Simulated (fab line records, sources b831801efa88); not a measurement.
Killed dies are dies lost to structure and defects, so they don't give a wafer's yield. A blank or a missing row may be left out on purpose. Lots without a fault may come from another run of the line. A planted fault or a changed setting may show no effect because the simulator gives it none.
Which tool did it? | flow sfq_line | 13 lots, 39 wafers sampled, at 1 step of a route of 325

WHAT THE GAUGES READ, wafer by wafer
The record holds no reading of a measuring or inspecting step that can be judged against a usual standard deviation.

WHICH TOOL RAN EACH LOT (tool, then ch and the chambers of the sampled wafers, then the start)
lot  | SFQ_TRILAYER_I2_CMP_CMP_064
L292 | cmp-01 ch 0,2,3, day 31 06:48
L293 | cmp-01 ch 0,1,2, day 31 15:24
L295 | cmp-01 ch 2,3, day 32 13:41
L296 | cmp-01 ch 0,3, day 33 07:56
L298 | cmp-01 ch 1,2, day 34 05:26
L306 | cmp-02 ch 0,3, day 36 04:35
L307 | cmp-01 ch 0,2,3, day 37 00:02
L308 | cmp-02 ch 0,2,3, day 37 01:44
L309 | cmp-01 ch 0,1,3, day 37 06:02
L311 | cmp-01 ch 0,1,3, day 38 08:43
L312 | cmp-01 ch 0,1,2, day 38 20:37
L314 | cmp-02 ch 0,2, day 39 04:19
L315 | cmp-02 ch 2,3, day 39 11:42
- SFQ_TRILAYER_I2_CMP_CMP_064: polishes SiO2.

WHAT THE TOOLS THEMSELVES READ (means of the sampled wafers that have a number; where no wafer has one, the mark that the record gives instead)
SFQ_TRILAYER_I2_CMP_CMP_064. Usual: head_pressure_psi 3.000 psi, standard deviation 0.0073; motor_current_A 9.9 A, standard deviation 1.6; time_to_endpoint_s 221 s, standard deviation 7.5.
lot  | tool   | head_pressure_psi (psi) | motor_current_A (A) | time_to_endpoint_s (s) | flag
L292 | cmp-01 | 2.996                   | 9.8                 | 221                    |
L293 | cmp-01 | 3.003                   | 9.1                 | 212                    |
L295 | cmp-01 | 2.994                   | 9.6                 | 216                    |
L296 | cmp-01 | 3.000                   | 10.0                | 220                    |
L298 | cmp-01 | 3.029                   | 8.7                 | 217                    | OFF
L306 | cmp-02 | 3.002                   | 10.0                | 226                    |
L307 | cmp-01 | 3.001                   | 9.9                 | 212                    |
L308 | cmp-02 | 3.003                   | 9.6                 | 218                    |
L309 | cmp-01 | 3.004                   | 10.4                | 222                    |
L311 | cmp-01 | 2.997                   | 10.5                | 226                    |
L312 | cmp-01 | 2.995                   | 9.0                 | 223                    |
L314 | cmp-02 | 2.997                   | 9.5                 | 225                    |
L315 | cmp-02 | 3.008                   | 9.4                 | 223                    |

THE ANSWER, worked out from the rows above alone
Rule: a lot is off if the mean of its wafers that have a number lies more than 3 standard deviations from the usual mean. A lot without any number at a reading at which 4 lots or more have one is off too. The other lots that the step has rows for count as sound. The gauges are gone through in route order, then the tools' own readings, and for those a lot's mean is taken as printed above. The first step at which some lot is off is used, and at that step the reading that is off furthest; a lot without a number counts as furthest.
Off: L298, at SFQ_TRILAYER_I2_CMP_CMP_064 (head_pressure_psi).
A tool fits if, at that step or a process step before it, it ran every lot that is off, and no sound lot after the first of them. None of those tried fits.

WHAT THE SIMULATOR HAD PUT IN
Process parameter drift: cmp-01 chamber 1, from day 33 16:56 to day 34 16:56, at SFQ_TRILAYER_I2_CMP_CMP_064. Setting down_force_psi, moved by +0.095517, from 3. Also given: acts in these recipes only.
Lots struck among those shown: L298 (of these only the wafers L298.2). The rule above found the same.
